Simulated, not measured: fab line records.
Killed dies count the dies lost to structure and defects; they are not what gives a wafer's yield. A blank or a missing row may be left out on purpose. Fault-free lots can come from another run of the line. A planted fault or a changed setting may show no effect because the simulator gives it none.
Comparing a struck lot with a sound one :: flow gf180mcu :: 15 out of 602 route steps
Sound: these wafers, L806.2, L806.3, L806.6. Struck: wafers L810.3, L810.4, L810.5. At the end, the cause is stated.
Order at every step that has rows: each side's tool, ch and its chambers, its first start. Under that, the readings that differ: sound wafers :: struck wafers :: difference of the means :: sigmas: that difference in standard deviations of wafers without a fault.
alike: a reading whose means differ by less than 2 such deviations, as well as words and numbers matching on both sides. not compared: withheld readings; readings where some wafer has no value; bounds like >300 that might hide an equal value; numbers whose values overlap and for which the record gives no deviation.
The two part at a step that has a row with sigmas, a row that says differs or no value, or rows on one side only. When numbers do not overlap yet have no deviation, they are printed without sigmas and do not part them. A reading that every wafer of one side lacks parts them only if that side has two wafers or more.

GF_STI_STRIP_15: strips in O2/N2.
  sound on plasma_asher-02 ch 0,1, day 2 18:52; struck on plasma_asher-03 ch 0,1, day 3 15:15
  alike: drypump_motor_current_A, heater_power_w, n2_flow_sccm, oes_product_au, strip_time_to_endpoint_s
  not compared: rf_hours_counter_h
then, 6 steps without rows for these wafers: GF_STI_CLEAN_16 (cleans in dHF, time 25 s); GF_STI_WET_ETCH_17 (etches Si3N4 in H3PO4, target depth 45 nm, time 514 s); GF_STI_CLEAN_18 (cleans in SC1/SC2, time 150 s); GF_STI_CLEAN_19 (cleans in dHF, time 20 s); GF_STI_WET_ETCH_20 (etches SiO2 in dHF, target depth 20 nm, time 400 s); GF_STI_OXIDATION_21 (stabilise 600 s, purge 300 s, target thk 15 nm).
GF_STI_THK_MEAS_22:
  sound on film_metro-02 at day 2 22:17; struck on film_metro-02 at day 3 16:50
  alike: STI_OXIDATION_01_THK
then, 1 step without rows for these wafers: GF_STI_CVD_23 (deposits SiO2, target thk 650 nm, time 108.3 s).
GF_STI_THK_MEAS_24:
  sound on film_metro-03 at day 2 22:25; struck on film_metro-03 at day 3 16:58
  alike: STI_CVD_23_THK
GF_STI_CMP_25: polishes, stops on Si3N4, t overpolish 33 s, target thk 524.6 nm.
  sound on cmp-01 ch 1,2, day 2 22:49; struck on cmp-01 ch 1,3, day 3 17:13
  alike: motor_current_A, overpolish_run_s, platen_rpm, time_to_endpoint_s
then, 1 step without rows for these wafers: GF_STI_WET_ETCH_26 (etches SiO2 in dHF, target depth 94 nm, time 188 s).
GF_STI_WET_ETCH_27: etches Si3N4 in H3PO4, target depth 160 nm, time 1825 s.
  sound on wet_bench-03 ch 0, day 2 23:10; struck on wet_bench-03 ch 2, day 3 17:35
reading: bath_guard_temp_C (C)
sound: 159.8 159.5 159.8
struck: 158.3 158.1 158.0
difference: -1.6
sigmas: -2

reading: temp_c (C)
sound: 159.98 160.17 160.07
struck: 157.28 157.41 157.48
difference: -2.68
sigmas: -22
then, 1 step without rows for these wafers: GF_STI_WET_ETCH_28 (etches SiO2 in dHF, target depth 20 nm, time 40 s).
GF_PASSIVATION_PROBE_99:
  sound wafers here have rows in the record (prober-01, day 30 14:38); struck ones have none

== WHERE THEY PART ==
Last at GF_PASSIVATION_PROBE_99 as far as this record goes, first at GF_STI_WET_ETCH_27.

WHY: the cause the simulator had injected
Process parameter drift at GF_STI_WET_ETCH_27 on wet_bench-03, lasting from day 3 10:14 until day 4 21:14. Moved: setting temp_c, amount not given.
